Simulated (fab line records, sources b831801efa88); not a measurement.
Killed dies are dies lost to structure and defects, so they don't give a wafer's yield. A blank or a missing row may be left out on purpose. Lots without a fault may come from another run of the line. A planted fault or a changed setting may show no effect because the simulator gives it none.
fab line records | flow sky130
record lots=6 wafers=18 last_day=49
route steps=708 shown FIELD_ISO@17 NWELL@32 DNWELL@35 PWDE@45 SALICIDE@361 PAD_OPEN@708
lots that met no fault: from a run of the same line without faults
start_h: hours from the record's first day to the start of the lot's first wafer shown | wait_h: hours since the lot's step before | " the same as in the row above | L1.1+2: a row that stands for several wafers | - no value, or no start given | * or withheld: withheld | < > ~ a bound
route shown NAME@n: a module of which the file shows steps, and the number in the route of the first | usual: mean/standard deviation of fault-free wafers | same: alike in all rows | chamber/n: place in a boat | sites: the reading at each site | _std_site: their standard deviation | _edge_site: outer sites' mean less inner sites' | radius_mm: how far each site lies from the wafer's centre | mask NAME#n: copy n | behind: the tool/chamber that last shaped the wafer | hold: why the lot was held/for how many hours/how that ended | device: the transistor (n, p or np) that didn't switch | end of line: the same wafers' tests at the end of the route | a step without rows: its recipe alone | killed: dies lost to structure and defects at the first sort, not the wafer's yield | map: a wafer's dies, x killed, . not, _ none there
set.NAME: the setting as run; set.NAME@STEP: as run at that earlier step | model.NAME: the simulator's own value behind a step, which no gauge read
lots at some steps of the route; a table a step, a row a wafer
services: from which hour (start_h, from the record's first day; less than 0 if before it) a tool's chamber was out of use, for how many hours, and why
## steps
# step SKY_FIELD_ISO_STRIP_16
# recipe chemistry=O2/N2 power_w=1400 pressure_mtorr=1500 platen_temp_c=withheld o2_flow_sccm=3000 n2_flow_sccm=300 overash_fraction=0.5
# usual drypump_motor_current_A=5.7/0.48 oes_product_au=0.378/0.0051 strip_time_to_endpoint_s=3.53/0.047
# same overash_fraction=0.5
# columns lot.wafer tool chamber start_h wait_h drypump_motor_current_A oes_product_au rf_hours_counter_h strip_time_to_endpoint_s
L718.3 plasma_asher-03 1 30.05 0.1 6.2 0.378 - 3.53
L718.4 " 0 " " 6.2 0.375 - 3.43
L718.5 " 0 " " 6.2 0.373 - 3.43
L719.3 plasma_asher-02 0 37.75 0.1 5.8 0.383 - 3.50
L719.4 " 1 " " 6.0 0.382 - 3.46
L719.5 " 0 " " 5.8 0.378 - 3.61
L728.1 plasma_asher-02 1 82.76 0.0 6.0 0.380 37 3.53
L728.2 " 0 " " 5.8 0.383 37 3.56
L728.3 " 0 " " 5.8 0.385 - 3.55
L729.1 plasma_asher-04 1 89.26 0.0 4.9 0.384 38 3.59
L729.3 " 1 " " 4.9 0.373 - 3.56
L729.5 " 0 " " 5.6 0.381 - 3.59
L733.1 plasma_asher-04 1 110.71 0.0 4.9 0.373 40 3.50
L733.2 " 0 " " 5.6 0.387 40 3.59
L733.5 " 0 " " 5.6 0.382 - 3.60
L735.1 plasma_asher-02 1 118.00 0.0 6.0 0.383 41 3.52
L735.4 " 1 " " 6.0 0.379 - 3.55
L735.6 " 1 " " 6.0 0.368 - 3.50
# step SKY_FIELD_ISO_ETCH_17
# recipe target_depth_a=3420 mask_material=Si3N4 chemistry=HBr/Cl2/O2 target=Si taper_deg=5 icp_w=600 bias_w=150 pressure_mtorr=15 HBr_flow_sccm=150 Cl2_flow_sccm=40 O2_flow_sccm=6 time_s=97.7
# usual HBr_flow_sccm=150.0/0.41 drypump_motor_current_A=5.6/0.44 oes_product_au=1.001/0.01 run_length_s=125.9/0.3 throttle_valve_pct=25.655/0.01
# columns lot.wafer tool chamber start_h wait_h HBr_flow_sccm drypump_motor_current_A oes_product_au rf_hours_counter_h run_length_s throttle_valve_pct
L718.3 rie_si-01 3 30.11 0.0 149.9 6.2 0.999 1 125.6 25.645
L718.4 " 1 " " 150.4 5.8 1.000 91 126.5 25.640
L718.5 " 1 " " 149.2 5.8 1.003 - 125.8 25.660
L719.3 rie_si-02 1 37.82 0.0 148.9 5.4 1.003 91 126.1 25.654
L719.4 " 2 " " 149.9 5.9 0.992 109 126.1 25.668
L719.5 " 3 " " 150.1 6.1 0.999 - 125.8 25.654
L728.1 rie_si-02 3 82.86 0.1 149.7 6.1 1.007 17 125.9 25.650
L728.2 " 1 " " 150.1 5.4 1.011 91 125.8 25.650
L728.3 " 0 " " 149.8 4.8 0.972 0 125.7 25.671
L729.1 rie_si-02 0 89.36 0.1 150.7 4.8 0.980 0 125.8 25.672
L729.3 " 1 " " 150.6 5.4 1.008 91 126.3 25.670
L729.5 " 1 " " 149.9 5.4 1.025 - 126.7 25.646
L733.1 rie_si-01 2 110.81 0.1 149.8 5.2 1.016 82 126.2 25.640
L733.2 " 1 " " 149.7 5.8 1.005 92 126.6 25.643
L733.5 " 0 " " 150.0 5.5 1.010 - 125.9 25.653
L735.1 rie_si-02 1 118.10 0.1 149.8 5.4 1.009 92 125.7 25.637
L735.4 " 3 " " 150.0 6.0 0.997 18 126.4 25.666
L735.6 " 3 " " 150.1 6.0 1.010 - 126.7 25.657
# step SKY_FIELD_ISO_WET_ETCH_18
# recipe chemistry=H3PO4 target_depth_nm=25 temp_c=160 target=Si3N4 time_s=286
# step SKY_FIELD_ISO_CLEAN_19
# recipe chemistry=SC1/SC2 mix=1:4:20 temp_c=70 time_s=150
# step SKY_FIELD_ISO_CLEAN_20
# recipe chemistry=dHF time_s=20 dilution=100:1
# step SKY_FIELD_ISO_WET_ETCH_21
# recipe chemistry=dHF dilution=100:1 target_depth_nm=20 dry=ipa_marangoni target=SiO2 temp_c=25 time_s=400
# step SKY_FIELD_ISO_OXIDATION_22
# recipe temp_c=950 ambient=O2 stabilise_s=600 purge_s=300 target_thk_a=100 ox_time_s=623
# step SKY_FIELD_ISO_THK_MEAS_23
# recipe reads=SiO2_of_FIELD_ISO_OXIDATION_22
# usual FIELD_ISO_OXIDATION_01_THK=10.07/0.18
# columns lot.wafer tool chamber start_h wait_h FIELD_ISO_OXIDATION_01_THK[nm]
L718.3 film_metro-03 - 32.55 0.1 9.91
L718.4 " - " " 9.94
L718.5 " - " " 9.78
L719.3 film_metro-02 - 39.39 0.0 10.46
L719.4 " - " " 10.25
L719.5 " - " " 10.20
L728.1 film_metro-01 - 84.99 0.0 10.09
L728.2 " - " " 10.01
L728.3 " - " " 10.14
L729.1 film_metro-02 - 90.88 0.0 10.21
L729.3 " - " " 10.43
L729.5 " - " " 10.27
L733.1 film_metro-02 - 114.48 0.0 10.18
L733.2 " - " " 10.31
L733.5 " - " " 10.12
L735.1 film_metro-01 - 121.93 0.0 9.93
L735.4 " - " " 10.04
L735.6 " - " " 9.92
# step SKY_FIELD_ISO_CVD_24
# recipe material=SiO2 target_thk_nm=595 temp_c=650 sigma_open_frac=0.3 time_s=99.2 sih4_flow_sccm=60 pressure_mtorr=6
# step SKY_FIELD_ISO_THK_MEAS_25
# recipe reads=SiO2_of_FIELD_ISO_CVD_24
# usual FIELD_ISO_CVD_24_THK=593/9.8
# columns lot.wafer tool chamber start_h wait_h FIELD_ISO_CVD_24_THK[nm]
L718.3 film_metro-02 - 32.68 0.1 583
L718.4 " - " " 589
L718.5 " - " " 581
L719.3 film_metro-01 - 39.52 0.1 590
L719.4 " - " " 591
L719.5 " - " " 588
L728.1 film_metro-01 - 85.12 0.0 613
L728.2 " - " " 594
L728.3 " - " " 600
L729.1 film_metro-01 - 91.01 0.0 581
L729.3 " - " " 594
L729.5 " - " " 585
L733.1 film_metro-03 - 114.62 0.0 597
L733.2 " - " " 593
L733.5 " - " " 592
L735.1 film_metro-03 - 122.06 0.0 598
L735.4 " - " " 575
L735.6 " - " " 583
# step SKY_FIELD_ISO_ANNEAL_26
# recipe temp_c=1000 time_s=1800 ambient=N2
# step SKY_FIELD_ISO_CMP_27
# recipe stop_on=Si3N4 t_overpolish_s=16 down_force_psi=4 platen_rpm=60 target_thk_nm=457.8 pad_velocity_m_s=0.94248
# usual motor_current_A=12.0/1.1 overpolish_run_s=16.002/0.0094 slurry_flow_ml_min=150.0/0.45 time_to_endpoint_s=115/4.1
# columns lot.wafer tool chamber start_h wait_h motor_current_A overpolish_run_s slurry_flow_ml_min time_to_endpoint_s
L718.3 cmp-02 2 34.22 0.0 13.4 15.999 150.8 112
L718.4 " 1 " " 12.9 16.003 149.6 117
L718.5 " 2 " " 13.1 16.000 150.8 114
L719.4 cmp-02 1 41.11 0.1 12.1 16.010 149.8 111
L719.3 " 2 " " 13.3 15.999 150.4 109
L719.5 " 1 " " 12.8 15.988 150.0 112
L728.2 cmp-02 1 86.68 0.0 12.8 16.006 149.8 113
L728.1 " 2 " " 13.8 16.011 150.1 118
L728.3 " 0 " " 11.5 15.996 150.0 114
L729.3 cmp-01 1 92.57 0.0 10.8 15.988 150.2 112
L729.1 " 3 " " 11.9 16.006 149.8 106
L729.5 " 1 " " 10.9 16.012 150.4 114
L733.2 cmp-02 2 117.38 0.0 13.6 15.987 151.1 117
L733.1 " 3 " " 12.6 16.000 149.8 119
L733.5 " 2 " " 13.8 15.994 150.6 114
L735.4 cmp-02 1 127.82 0.0 12.6 16.002 150.3 109
L735.1 " 2 " " 13.0 16.004 150.2 114
L735.6 " 2 " " 12.9 15.987 150.8 109
# step SKY_FIELD_ISO_WET_ETCH_28
# recipe chemistry=dHF target_depth_nm=23.7 target=SiO2 dilution=10:1 temp_c=25 time_s=47
# usual run_length_s=77/3.4
# columns lot.wafer tool chamber start_h wait_h run_length_s model.SiO2_of_FIELD_ISO_CVD_24.thk_nm
L718.3 wet_bench-03 0 34.52 0.2 81 434.9
L718.4 " 0 " " 81 434
L718.5 " 0 " " 81 434.6
L719.3 wet_bench-04 2 41.36 0.1 74 434.1
L719.4 " 2 " " 74 434
L719.5 " 2 " " 74 435
L728.1 wet_bench-03 1 86.98 0.2 104 418.2
L728.2 " 1 " " 104 417.9
L728.3 " 1 " " 104 417.1
L729.1 wet_bench-03 3 92.87 0.1 105 418.4
L729.3 " 3 " " 105 418.8
L729.5 " 3 " " 105 419.7
L733.1 wet_bench-04 2 117.68 0.2 75 435.9
L733.2 " 2 " " 75 435.6
L733.5 " 2 " " 75 435.9
L735.1 wet_bench-01 2 128.12 0.2 74 434.3
L735.4 " 2 " " 74 434.3
L735.6 " 2 " " 74 434.4
# step SKY_FIELD_ISO_WET_ETCH_29
# recipe chemistry=H3PO4 target_depth_nm=160 target=Si3N4 temp_c=160 time_s=1825
# step SKY_FIELD_ISO_WET_ETCH_30
# recipe chemistry=dHF target_depth_nm=25 target=SiO2 dilution=10:1 temp_c=25 time_s=50
# step SKY_NWELL_CLEAN_00
# recipe chemistry=SC1/SC2 mix=1:4:20 temp_c=70 time_s=150 dry=n2_spin
# step SKY_NWELL_OXIDATION_01
# recipe temp_c=900 ambient=O2 stabilise_s=600 purge_s=300 target_thk_a=100 ox_time_s=1418
# step SKY_NWELL_THK_MEAS_02
# recipe reads=SiO2_of_NWELL_OXIDATION_01
# usual NWELL_OXIDATION_THK=10.07/0.17
# columns lot.wafer tool chamber start_h wait_h NWELL_OXIDATION_THK[nm]
L718.3 film_metro-04 - 36.68 0.0 10.30
L718.4 " - " " 10.34
L718.5 " - " " 10.17
L719.3 film_metro-04 - 45.24 0.0 10.26
L719.4 " - " " 10.15
L719.5 " - " " 10.26
L728.1 film_metro-03 - 90.83 0.0 10.17
L728.2 " - " " 10.17
L728.3 " - " " 10.07
L729.1 film_metro-03 - 94.87 0.0 10.45
L729.3 " - " " 10.35
L729.5 " - " " 10.28
L733.1 film_metro-01 - 121.07 0.0 10.11
L733.2 " - " " 9.89
L733.5 " - " " 10.02
L735.1 film_metro-01 - 133.66 0.0 10.31
L735.4 " - " " 10.22
L735.6 " - " " 10.02
# step SKY_DNWELL_DEHYDRATE_00
# recipe temp_c=200 time_s=60
# step SKY_DNWELL_HMDS_01
# recipe prime_time_s=60 prime_temp_c=120
# step SKY_DNWELL_COAT_02
# recipe spin_rpm=2000 resist_thk_nm=3000
# step SKY_DNWELL_SOFTBAKE_03
# recipe temp_c=110 time_s=withheld
# step SKY_DNWELL_EXPOSE_04
# recipe mask_id=DNM na=0.57 target_cd_nm=3000 dose_mj=222
# step SKY_DNWELL_PEB_05
# recipe temp_c=115 time_s=withheld
# step SKY_DNWELL_DEVELOP_06
# recipe wall_angle_deg=90 developer=TMAH develop_time_s=60 dev_temp_c=23
# step SKY_DNWELL_IMPLANT_07
# recipe species=P energy_kev=withheld dose_cm2=withheld tilt_deg=withheld
# step SKY_DNWELL_STRIP_08
# recipe chemistry=O2/N2 power_w=1400 pressure_mtorr=1500 platen_temp_c=withheld o2_flow_sccm=3000 n2_flow_sccm=300 overash_fraction=0.5
# usual drypump_motor_current_A=5.7/0.51 oes_product_au=0.723/0.0046 strip_time_to_endpoint_s=36.94/0.12
# same overash_fraction=0.5
# columns lot.wafer tool chamber start_h wait_h drypump_motor_current_A oes_product_au rf_hours_counter_h strip_time_to_endpoint_s
L718.3 plasma_asher-04 0 53.03 0.1 5.6 0.715 - 36.80
L718.4 " 1 " " 4.9 0.726 - 36.85
L718.5 " 0 " " 5.6 0.727 - 36.84
L719.3 plasma_asher-04 1 60.58 0.1 4.9 0.724 - 36.91
L719.4 " 0 " " 5.6 0.718 - 36.87
L719.5 " 0 " " 5.6 0.724 - 36.96
L728.1 plasma_asher-04 1 109.95 0.1 4.9 0.723 40 36.79
L728.2 " 0 " " 5.6 0.731 40 36.83
L728.3 " 0 " " 5.6 0.727 - 36.77
L729.1 plasma_asher-04 0 112.89 0.1 5.6 0.726 41 36.75
L729.3 " 1 " " 4.9 0.719 - 36.73
L729.5 " 0 " " 5.6 0.723 - 36.75
L733.1 plasma_asher-04 1 140.24 0.1 4.9 0.724 43 36.84
L733.2 " 0 " " 5.6 0.737 43 36.91
L733.5 " 1 " " 4.9 0.721 - 36.88
L735.1 plasma_asher-01 0 151.95 0.1 5.7 0.721 32 37.01
L735.4 " 1 " " 5.3 0.724 - 37.06
L735.6 " 0 " " 5.7 0.715 - 37.02
# step SKY_DNWELL_TW_MEAS_09
# usual DNWELL_TW=1107/11
# columns lot.wafer tool chamber start_h wait_h DNWELL_TW
L718.3 film_metro-01 - 53.12 0.1 1101
L718.4 " - " " 1103
L718.5 " - " " 1104
L719.3 film_metro-03 - 60.67 0.1 1091
L719.4 " - " " 1096
L719.5 " - " " 1090
L728.1 film_metro-03 - 110.05 0.1 1098
L728.2 " - " " 1102
L728.3 " - " " 1098
L729.1 film_metro-03 - 112.99 0.1 1090
L729.3 " - " " 1084
L729.5 " - " " 1088
L733.1 film_metro-04 - 140.34 0.1 1116
L733.2 " - " " 1120
L733.5 " - " " 1115
L735.1 film_metro-04 - 152.05 0.1 1119
L735.4 " - " " 1121
L735.6 " - " " 1112
# step SKY_PWDE_DEHYDRATE_00
# recipe temp_c=200 time_s=60
# step SKY_PWDE_HMDS_01
# recipe prime_time_s=60 prime_temp_c=120
# step SKY_PWDE_COAT_02
# recipe spin_rpm=2000 resist_thk_nm=3000
# step SKY_PWDE_SOFTBAKE_03
# recipe temp_c=110 time_s=withheld
# step SKY_PWDE_EXPOSE_04
# recipe mask_id=PWDEM na=0.6 source_shape=conventional sigma_outer=0.6 polarization=unpolarized target_cd_nm=840 dose_mj=214
# step SKY_PWDE_PEB_05
# recipe temp_c=115 time_s=withheld
# step SKY_PWDE_DEVELOP_06
# recipe wall_angle_deg=90 developer=TMAH develop_time_s=60 dev_temp_c=23
# step SKY_PWDE_OVL_MEAS_07
# usual PWDE_OVL=0.0/1.1
# columns lot.wafer tool chamber start_h wait_h PWDE_OVL[nm]
L718.3 overlay-01 - 68.61 - 1.2
L718.4 " - " " 2.9
L718.5 " - " " 1.5
L719.3 overlay-02 - 77.44 - -0.4
L719.4 " - " " -1.2
L719.5 " - " " 0.4
L728.1 overlay-02 - 128.78 - 0.6
L728.2 " - " " 1.2
L728.3 " - " " 0.8
L729.1 overlay-02 - 131.79 - 0.5
L729.3 " - " " 0.5
L729.5 " - " " 1.3
L733.1 overlay-02 - 159.23 - 0.7
L733.2 " - " " -0.6
L733.5 " - " " 0.8
L735.1 overlay-01 - 172.44 - 1.1
L735.4 " - " " 0.6
L735.6 " - " " 0.0
# step SKY_PWDE_IMPLANT_08
# recipe species=B energy_kev=150 dose_cm2=3.6e+12 tilt_deg=withheld
# step SKY_PWDE_STRIP_09
# recipe chemistry=O2/N2 power_w=1400 pressure_mtorr=1500 platen_temp_c=withheld o2_flow_sccm=3000 n2_flow_sccm=300 overash_fraction=0.5
# usual drypump_motor_current_A=5.5/0.39 oes_product_au=0.722/0.0048 strip_time_to_endpoint_s=36.94/0.094
# same overash_fraction=0.5
# columns lot.wafer tool chamber start_h wait_h drypump_motor_current_A oes_product_au rf_hours_counter_h strip_time_to_endpoint_s
L718.3 plasma_asher-04 1 68.81 0.1 4.9 0.726 - 36.83
L718.4 " 0 " " 5.6 0.719 - 36.88
L718.5 " 1 " " 4.9 0.718 - 36.84
L719.3 plasma_asher-01 0 77.65 0.1 5.7 0.723 - 36.91
L719.4 " 1 " " 5.3 0.719 - 37.00
L719.5 " 0 " " 5.7 0.721 - 36.90
L728.1 plasma_asher-02 0 128.97 0.1 5.8 0.724 43 36.98
L728.2 " 1 " " 6.0 0.718 43 37.02
L728.3 " 1 " " 6.1 0.735 - 37.11
L729.1 plasma_asher-01 1 131.97 0.1 5.3 0.723 30 36.90
L729.3 " 0 " " 5.7 0.717 - 36.96
L729.5 " 0 " " 5.7 0.720 - 36.94
L733.1 plasma_asher-02 0 159.42 0.1 5.8 0.717 45 37.13
L733.2 " 1 " " 6.0 0.722 45 37.06
L733.5 " 1 " " 6.0 0.721 - 37.11
L735.1 plasma_asher-04 1 172.63 0.1 4.9 0.717 46 36.94
L735.4 " 0 " " 5.6 0.716 - 37.00
L735.6 " 1 " " 4.9 0.714 - 36.82
# step SKY_PWDE_TW_MEAS_10
# usual PWDE_TW=371/3.9
# columns lot.wafer tool chamber start_h wait_h PWDE_TW
L718.3 film_metro-03 - 68.90 0.1 367
L718.4 " - " " 368
L718.5 " - " " 368
L719.3 film_metro-03 - 77.74 0.1 366
L719.4 " - " " 365
L719.5 " - " " 365
L728.1 film_metro-04 - 129.07 0.1 374
L728.2 " - " " 376
L728.3 " - " " 375
L729.1 film_metro-04 - 132.07 0.1 376
L729.3 " - " " 375
L729.5 " - " " 376
L733.1 film_metro-01 - 159.52 0.1 371
L733.2 " - " " 368
L733.5 " - " " 370
L735.1 film_metro-04 - 172.73 0.1 373
L735.4 " - " " 372
L735.6 " - " " 376
# step SKY_NWELL_DEHYDRATE_03
# recipe temp_c=200 time_s=60
# step SKY_NWELL_HMDS_04
# recipe prime_time_s=60 prime_temp_c=120
# step SKY_NWELL_COAT_05
# recipe spin_rpm=2000 resist_thk_nm=3000
# step SKY_SALICIDE_CLEAN_00
# recipe chemistry=HF-last time_s=30 dilution=100:1 dry=ipa_marangoni
# columns lot.wafer tool chamber start_h wait_h model.SiO2_of_FIELD_ISO_CVD_24.thk_nm
L718.3 wet_bench-04 2 652.48 0.1 359.9
L718.4 " 2 " " 359.1
L718.5 " 2 " " 359.6
L719.3+4 wet_bench-01 1 663.70 0.1 358.7
L719.5 " 1 " " 359.5
L728.1 wet_bench-04 2 746.79 0.1 342.5
L728.2 " 2 " " 341.9
L728.3 " 2 " " 341.3
L729.1 wet_bench-01 1 760.78 0.1 342.8
L729.3 " 1 " " 342.9
L729.5 " 1 " " 344.3
L733.1 wet_bench-02 2 784.54 0.1 360.4
L733.2 " 2 " " 359.7
L733.5 " 2 " " 360.2
L735.1+4 wet_bench-04 2 797.94 0.1 359
L735.6 " 2 " " 358.9
# step SKY_PAD_OPEN_PROBE_99
# usual killed_at_M0_to_M3=43/7.8 killed_at_M4_up=3.2/1.9 killed_at_contacts=24/5 killed_at_front_end=14/4.5 killed_at_other=0.2/0.41 killed_dies=84/9.6 killed_open=47/6.9 killed_short=38/6
# same gross_dies=492 killed_at_back_side=0
# columns lot.wafer tool chamber start_h wait_h killed_at_M0_to_M3 killed_at_M4_up killed_at_contacts killed_at_front_end killed_at_other killed_dies killed_open killed_short model.etest.res_p_drift_20v.line_ohm_um model.etest.res_p_drift_20v.rs_ohm_sq model.etest.pfet_16v.r_on_ohm_um model.etest.res_iso_pwell.rs_ohm_sq model.etest.res_iso_pwell.line_ohm_um model.etest.cap_li_to_poly.c_af_um2 model.etest.cap_poly_to_well.c_af_um2 model.etest.field_p.vt_v
L718.3 prober-02 - 1076.31 0.2 48 5 19 10 0 82 47 35 1.103e+04 9174 1.5e+04 3126 1183 101.1 90.63 -40.7
L718.4 prober-02 - 1076.36 0.2 57 3 26 11 0 97 50 47 1.102e+04 9144 1.491e+04 3094 1181 98.39 91.7 -40.37
L718.5 prober-02 - 1076.41 0.2 56 2 26 12 0 96 63 33 1.124e+04 9376 1.526e+04 3204 1218 100.6 89.55 -41.34
L719.3 prober-01 - 1080.40 0.2 39 3 26 11 0 79 37 42 1.182e+04 9716 1.557e+04 3244 1230 99.21 90.56 -41.49
L719.4 prober-01 - 1080.45 0.2 51 4 24 13 0 92 42 50 1.128e+04 9323 1.526e+04 3024 1138 95.62 90.44 -39.86
L719.5 prober-01 - 1080.50 0.2 40 2 31 19 0 92 47 45 1.151e+04 9477 1.526e+04 3090 1167 98.56 89.65 -40.47
L728.1 prober-02 - 1146.70 0.1 39 3 23 17 1 83 50 33 1.027e+04 8696 1.473e+04 2606 972.8 97.65 95.92 -38.26
L728.2 prober-02 - 1146.75 0.1 45 6 21 14 0 86 52 34 1.07e+04 8744 1.492e+04 2614 972.6 91.46 94.41 -38.66
L728.3 prober-02 - 1146.80 0.2 40 3 26 9 0 78 41 37 9691 8029 1.46e+04 2362 879 91.18 98.9 -34.51
L729.1 prober-01 - 1154.16 0.1 29 3 26 13 0 71 39 32 1.015e+04 8377 1.417e+04 2635 985 93.25 95.08 -36.23
L729.3 prober-01 - 1154.26 0.2 37 6 23 22 0 88 50 38 1.102e+04 9163 1.489e+04 3013 1139 92.89 93.9 -39.95
L729.5 prober-01 - 1154.36 0.2 40 0 28 8 0 76 39 37 1.132e+04 9290 1.504e+04 3046 1154 93.75 92.86 -40.34
L733.1 prober-01 - 1175.02 0.1 23 6 21 14 0 64 33 31 1.234e+04 1.032e+04 1.569e+04 3276 1241 96.7 87.15 -45.95
L733.2 prober-01 - 1175.07 0.1 53 2 24 21 1 101 59 42 1.168e+04 9738 1.539e+04 2988 1124 97.07 90.46 -44.03
L733.5 prober-01 - 1175.22 0.2 36 1 23 19 0 79 42 37 1.182e+04 1e+04 1.546e+04 3112 1179 97.61 88.96 -44.73
L735.1 prober-01 - 1180.10 0.1 43 3 21 12 0 79 43 36 1.097e+04 8985 1.544e+04 3166 1196 95.22 90.5 -42.24
L735.4 prober-01 - 1180.25 0.2 35 1 23 23 0 82 44 38 1.054e+04 8743 1.49e+04 2961 1114 99.1 91.36 -40.6
L735.6 prober-01 - 1180.35 0.2 48 2 19 17 0 86 46 40 1.084e+04 8907 1.518e+04 3074 1134 96.85 91.2 -41.59
# killed by level:class
L718.3 VIA1:geometric_particle:open=15 CONTACT:geometric_particle:open=8 METAL2:geometric_particle:short=7 VIA1:geometric_particle:short=6 VIA2:geometric_particle:open=6 CONTACT:geometric_particle:short=5 METAL1:geometric_particle:short=4 POLY_GATE:geometric_particle:short=3
L718.4 VIA1:geometric_particle:open=14 CONTACT:geometric_particle:open=10 VIA2:geometric_particle:open=9 LI_CONTACT:geometric_particle:open=7 VIA1:geometric_particle:short=7 METAL1:geometric_particle:short=7 LOCAL_INTERCONNECT:geometric_particle:short=6 FIELD_ISO:geometric_particle:short=5
L718.5 VIA1:geometric_particle:open=16 VIA2:geometric_particle:open=13 CONTACT:geometric_particle:open=11 LI_CONTACT:geometric_particle:open=9 VIA3:geometric_particle:open=6 METAL1:geometric_particle:short=5 VIA1:geometric_particle:short=5 POLY_GATE:geometric_particle:short=4
L719.3 CONTACT:geometric_particle:open=9 METAL2:geometric_particle:short=9 VIA3:geometric_particle:short=8 LI_CONTACT:geometric_particle:open=8 CONTACT:geometric_particle:short=7 VIA3:geometric_particle:open=6 VIA1:geometric_particle:open=6 SPACER:geometric_particle:short=3
L719.4 CONTACT:geometric_particle:open=10 VIA3:geometric_particle:open=10 CONTACT:geometric_particle:short=8 METAL1:geometric_particle:short=8 VIA2:geometric_particle:open=8 METAL3:geometric_particle:short=7 VIA1:geometric_particle:short=4 VIA1:geometric_particle:open=4
L719.5 CONTACT:geometric_particle:open=9 VIA1:geometric_particle:open=7 LI_CONTACT:geometric_particle:open=7 CONTACT:geometric_particle:short=7 VIA2:geometric_particle:short=6 VIA3:geometric_particle:open=6 POLY_GATE:geometric_particle:open=5 VIA1:geometric_particle:short=5
L728.1 VIA1:geometric_particle:open=16 CONTACT:geometric_particle:open=10 FIELD_ISO:geometric_particle:short=5 SPACER:geometric_particle:short=4 VIA3:geometric_particle:open=4 LI_CONTACT:geometric_particle:open=4 LOCAL_INTERCONNECT:geometric_particle:short=4 VIA2:geometric_particle:short=4
L728.2 VIA1:geometric_particle:open=13 CONTACT:geometric_particle:open=8 VIA3:geometric_particle:open=7 LI_CONTACT:geometric_particle:open=6 METAL1:geometric_particle:short=6 FIELD_ISO:geometric_particle:open=5 VIA2:geometric_particle:open=5 METAL3:geometric_particle:short=4
L728.3 LI_CONTACT:geometric_particle:open=8 VIA3:geometric_particle:open=8 LI_CONTACT:geometric_particle:short=7 CONTACT:geometric_particle:open=7 VIA1:geometric_particle:open=6 METAL1:geometric_particle:short=5 METAL3:geometric_particle:short=5 VIA3:geometric_particle:short=5
L729.1 CONTACT:geometric_particle:open=9 LOCAL_INTERCONNECT:geometric_particle:short=6 FIELD_ISO:geometric_particle:short=5 LI_CONTACT:geometric_particle:open=5 METAL1:geometric_particle:short=5 VIA1:geometric_particle:open=5 VIA3:geometric_particle:open=5 CONTACT:geometric_particle:short=4
L729.3 VIA1:geometric_particle:open=12 POLY_GATE:geometric_particle:open=8 LI_CONTACT:geometric_particle:open=8 LOCAL_INTERCONNECT:geometric_particle:short=6 VIA3:geometric_particle:open=6 CONTACT:geometric_particle:short=5 METAL1:geometric_particle:short=5 VIA2:geometric_particle:open=4
L729.5 METAL1:geometric_particle:short=10 LI_CONTACT:geometric_particle:open=8 VIA1:geometric_particle:open=8 LOCAL_INTERCONNECT:geometric_particle:short=7 VIA1:geometric_particle:short=7 CONTACT:geometric_particle:open=6 FIELD_ISO:geometric_particle:open=5 METAL3:geometric_particle:short=4
L733.1 CONTACT:geometric_particle:open=7 CONTACT:geometric_particle:short=5 POLY_GATE:geometric_particle:open=4 LI_CONTACT:geometric_particle:open=4 VIA1:geometric_particle:short=4 VIA3:geometric_particle:open=4 METAL4:geometric_particle:short=4 POLY_GATE:geometric_particle:short=3
L733.2 VIA1:geometric_particle:open=17 METAL1:geometric_particle:short=11 LI_CONTACT:geometric_particle:open=9 VIA2:geometric_particle:open=6 POLY_GATE:geometric_particle:open=5 METAL2:geometric_particle:short=5 VIA3:geometric_particle:open=5 FIELD_ISO:geometric_particle:open=4
L733.5 LI_CONTACT:geometric_particle:open=7 METAL1:geometric_particle:short=7 VIA2:geometric_particle:open=7 CONTACT:geometric_particle:open=6 VIA3:geometric_particle:open=6 METAL3:geometric_particle:short=4 POLY_GATE:geometric_particle:short=4 SPACER:geometric_particle:short=4
L735.1 CONTACT:geometric_particle:open=14 VIA1:geometric_particle:open=11 METAL2:geometric_particle:short=9 METAL1:geometric_particle:short=5 VIA2:geometric_particle:open=5 POLY_GATE:geometric_particle:short=4 VIA2:geometric_particle:short=3 LI_CONTACT:geometric_particle:open=3
L735.4 LI_CONTACT:geometric_particle:open=10 VIA1:geometric_particle:open=7 VIA3:geometric_particle:open=7 FIELD_ISO:geometric_particle:short=6 POLY_GATE:geometric_particle:open=6 METAL1:geometric_particle:short=5 CONTACT:geometric_particle:open=4 METAL2:geometric_particle:short=4
L735.6 METAL1:geometric_particle:short=8 FIELD_ISO:geometric_particle:short=7 CONTACT:geometric_particle:open=7 VIA3:geometric_particle:open=7 VIA1:geometric_particle:open=6 METAL2:geometric_particle:short=6 VIA2:geometric_particle:open=6 FIELD_ISO:geometric_particle:open=5
## services
# columns tool chamber start_h hours kind
cmp-02 - 64.00 4.0 pm
cmp-02 - 105.32 8.6 pm
cmp-02 - 114.64 2.4 repair
plasma_asher-04 - 211.45 3.7 repair
wet_bench-04 - 246.29 0.5 repair
cmp-02 - 249.66 1.1 repair
plasma_asher-02 - 301.22 6.1 repair
cmp-02 - 302.79 74.2 repair
plasma_asher-04 - 303.50 14.6 pm
cmp-02 - 322.42 1.0 repair
cmp-02 - 334.26 1.4 repair
cmp-02 - 367.14 4.1 repair
wet_bench-04 - 374.08 3.6 repair
plasma_asher-02 - 390.57 28.1 pm
cmp-02 - 400.59 4.2 repair
cmp-02 - 404.82 4.0 pm
plasma_asher-04 - 421.25 9.0 pm
plasma_asher-04 - 423.40 4.6 repair
plasma_asher-04 - 462.35 2.8 pm
cmp-02 - 474.23 4.9 pm
cmp-02 - 489.80 1.2 repair
plasma_asher-04 - 519.57 1.4 repair
plasma_asher-04 - 595.59 1.7 repair
plasma_asher-04 - 630.75 2.6 repair
## key
first_sign step=SKY_FIELD_ISO_WET_ETCH_28 reading=run_length_s direction=up sigmas=8.2 usual=* struck=*
effect none on later readings
model_effect step=SKY_FIELD_ISO_WET_ETCH_28 value=SiO2_of_FIELD_ISO_CVD_24.thk_nm without=434.1 struck=418.4
model_effect step=SKY_SALICIDE_CLEAN_00 value=SiO2_of_FIELD_ISO_CVD_24.thk_nm without=358.4 struck=342.6
model_effect step=SKY_PAD_OPEN_PROBE_99 value=etest.res_p_drift_20v.line_ohm_um without=1.152e+04 struck=1.053e+04
met_at SKY_FIELD_ISO_WET_ETCH_28
struck_wafers L728.1,L728.2,L728.3,L729.1,L729.3,L729.5
tester_left_out L728,L729
onset_between 34.52 86.98
fault kind=process_parameter_drift tool=wet_bench-03 chamber=- onset_h=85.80 steps=SKY_FIELD_ISO_WET_ETCH_28 channel=time_s offset=* shape=step end_h=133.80 acts_in=* stated=*
# tester_left_out: of these lots the tester's yield and bins aren't shown, on N5 and GAA mostly nor the transistor test; their killed dies are dies lost to structure and defects alone, not to doping, threshold or leakage, so they don't give the yield
